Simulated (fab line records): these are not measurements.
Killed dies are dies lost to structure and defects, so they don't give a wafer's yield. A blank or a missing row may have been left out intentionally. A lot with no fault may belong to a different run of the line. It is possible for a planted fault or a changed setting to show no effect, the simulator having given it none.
A struck lot beside a sound one || flow gf180mcu || 15 steps out of a route of 602
Sound: the wafers L801.3, L801.5, L801.6. The struck wafers were L811.1, L811.2, L811.5. The cause comes at the end.
At each step with rows: each side's tool, then ch and its chambers, then its first start. Under that, the readings that differ: sound wafers || struck wafers || difference of the means || sigmas: that difference in standard deviations of wafers without a fault.
alike: readings with means less than 2 such deviations apart, plus words and numbers identical on both sides. not compared: withheld readings, readings lacking a value on some wafer, bounds such as >300 that could conceal the same value, and numbers that have no deviation in the record and whose values overlap.
The two part at a step that has a row with sigmas, a row that says differs or no value, or rows on one side only. Numbers that have no deviation but don't overlap get no sigmas and don't part them. A reading missing from all wafers of one side parts the sides only when that side holds two or more wafers.

first, 1 step without rows for these wafers: GF_HV_LDD_IMPLANT_21.
GF_HV_LDD_STRIP_22: strips in O2/N2.
  sound on plasmaAsher-02 ch 0,1, day 11 07:23; struck on plasmaAsher-03 ch 0,1, day 14 17:19
  alike: drypumpMotorCurrentA, heaterPowerW, oesProductAu, platenTempC, stripTimeToEndpointS
  not compared: rfHoursCounterH
GF_HV_LDD_TW_MEAS_23:
  sound on filmMetro-01 at day 11 07:29; struck on filmMetro-02 at day 14 17:25
  alike: HV_LDD_2_TW
then, 7 steps without rows for these wafers: GF_HV_LDD_DEHYDRATE_24 (time 60 s); GF_HV_LDD_HMDS_25 (prime time 60 s); GF_HV_LDD_COAT_26 (resist thk 1000 nm); GF_HV_LDD_SOFTBAKE_27 (time 60 s); GF_HV_LDD_EXPOSE_28 (exposes mask Nplus HV AREA, target cd 400 nm); GF_HV_LDD_PEB_29; GF_HV_LDD_DEVELOP_30 (develop time 60 s).
GF_HV_LDD_CD_MEAS_31: the cd target is 400 nm.
  sound on cdSem-01 at day 12 02:29; struck on cdSem-01 at day 15 14:15
  alike: cdNm
GF_HV_LDD_OVL_MEAS_32:
  sound on overlay-02 at day 12 02:35; struck on overlay-01 at day 15 14:22
  alike: HV_LDD_02_OVL
GF_HV_LDD_IMPLANT_33:
  sound on implanter-03 ch 0, day 12 02:40; struck on implanter-01 ch 0, day 15 14:25
{"reading": "doseIonsCm2", "sound": "7.513e+12 7.503e+12 7.5e+12", "struck": "7.856e+12 7.843e+12 7.84e+12", "difference": "+3.410e+11", "sigmas": "+42"}
{"reading": "faradayCurrentUA", "sound": "42.3 41.2 42.6", "struck": "44.3 45.2 44.0", "difference": "+2.5", "sigmas": "+3"}
then, 1 step without rows for these wafers: GF_HV_LDD_IMPLANT_34.
GF_PASSIVATION_PROBE_99:
  the record holds rows for the sound wafers here (prober-02, day 29 15:22) but none for the struck ones

== WHERE THEY PART ==
Earliest at GF_HV_LDD_IMPLANT_33; latest, in this record, at GF_PASSIVATION_PROBE_99.

WHY: the cause the simulator had injected
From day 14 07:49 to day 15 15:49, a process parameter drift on implanter-01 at GF_HV_LDD_IMPLANT_33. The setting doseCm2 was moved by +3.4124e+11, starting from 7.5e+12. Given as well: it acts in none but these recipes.
